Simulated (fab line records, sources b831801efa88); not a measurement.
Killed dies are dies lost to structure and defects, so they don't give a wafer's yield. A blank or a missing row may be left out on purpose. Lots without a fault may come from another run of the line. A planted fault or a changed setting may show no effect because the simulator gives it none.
A struck lot beside a sound one | flow gf180mcu | 16 steps out of a route of 602
Sound: wafers L746.3, L746.4, L746.6. Struck: wafers L749.2, L749.3, L749.6. The cause comes at the end.
At each step with rows: each side's tool, then ch and its chambers, then its first start. Under that, the readings that differ: sound wafers | struck wafers | difference of the means | sigmas: that difference in standard deviations of wafers without a fault.
alike: readings whose means differ by less than 2 such deviations, and words and numbers that are the same on both sides. not compared: withheld readings, readings that some wafer has no value for, bounds like >300 that may hide the same value, and numbers for which the record gives no deviation and whose values overlap.
The two part at a step that has a row with sigmas, a row that says differs or no value, or rows on one side only. Numbers that don't overlap but have no deviation are shown without sigmas and don't part them. A reading that every wafer of one side lacks parts them only if that side has two wafers or more.

GF_STI_BOW_MEAS_00:
  sound on film_metro-03, day 2 06:02; struck on film_metro-02, day 2 21:01
  alike: INCOMING_BOW
then, 1 step without rows for these wafers: GF_STI_OXIDATION_01 (stabilise 600 s, purge 300 s, target thk 10 nm).
GF_STI_THK_MEAS_02:
  sound on film_metro-03, day 2 07:32; struck on film_metro-01, day 2 22:31
  alike: STI_OXIDATION_THK
then, 1 step without rows for these wafers: GF_STI_CVD_03 (deposits Si3N4 from DCS/NH3, target thk 207.16 nm, time 3551 s).
GF_STI_THK_MEAS_04:
  sound on film_metro-03, day 2 09:35; struck on film_metro-01, day 3 00:34
  reading             | sound             | struck            | difference | sigmas
  STI_CVD_03_THK (nm) | 207.1 204.8 205.3 | 209.3 210.4 210.1 | +4.2       | +2
then, 5 steps without rows for these wafers: GF_STI_DEHYDRATE_05 (time 60 s); GF_STI_HMDS_06 (prime time 60 s); GF_STI_COAT_07 (resist thk 700 nm); GF_STI_SOFTBAKE_08 (time 60 s); GF_STI_EXPOSE_09 (exposes mask COMP, target cd 220 nm).
GF_STI_PEB_10: peb time 90 s.
  sound on litho_track-03 ch 0, day 2 21:37; struck on litho_track-03 ch 0, day 3 13:32
  reading                  | sound                | struck               | difference | sigmas
  heater_power_total_W (W) | 85.74 85.69 85.85    | 85.11 85.13 85.00    | -0.68      | -8
  plate_temp_C (C)         | 135.01 135.20 134.99 | 134.08 134.17 134.17 | -0.93      | -7
then, 1 step without rows for these wafers: GF_STI_DEVELOP_11 (develop time 60 s).
GF_STI_CD_MEAS_12: target cd 220 nm.
  sound on cd_sem-02, day 2 21:56; struck on cd_sem-01, day 3 13:52
  reading    | sound             | struck            | difference | sigmas
  cd_nm (nm) | 221.0 219.4 219.4 | 224.2 223.2 223.5 | +3.7       | +3
GF_STI_ETCH_13: etches the open film in CHF3/O2, stops on Si, target depth 282.31 nm, time 112.9 s.
  sound on rie_diel-03 ch 1,2, day 2 22:01; struck on rie_diel-02 ch 0,3, day 3 13:58
  reading              | sound             | struck            | difference | sigmas
  model.STI.cd_nm (nm) | 220.3 218.7 220.1 | 223.3 222.9 223.2 | +3.4       |
  alike: drypump_motor_current_A, oes_product_au, rf_fwd_power_W, throttle_valve_pct
  not compared: rf_hours_counter_h
GF_STI_ETCH_14: etches Si in HBr/Cl2/O2, target depth 360 nm, time 102.9 s.
  sound on rie_si-01 ch 0,1,3, day 2 22:05; struck on rie_si-02 ch 0,1, day 3 14:02
  alike: HBr_flow_sccm, drypump_motor_current_A, oes_product_au, rf_fwd_power_W, throttle_valve_pct
  not compared: rf_hours_counter_h
GF_PASSIVATION_PROBE_99:
  the record has rows for the sound wafers here (prober-02, day 30 05:44) and none for the struck ones

WHERE THEY PART
First at GF_STI_THK_MEAS_04; last, within this record, at GF_PASSIVATION_PROBE_99.

WHY: what the simulator had put in
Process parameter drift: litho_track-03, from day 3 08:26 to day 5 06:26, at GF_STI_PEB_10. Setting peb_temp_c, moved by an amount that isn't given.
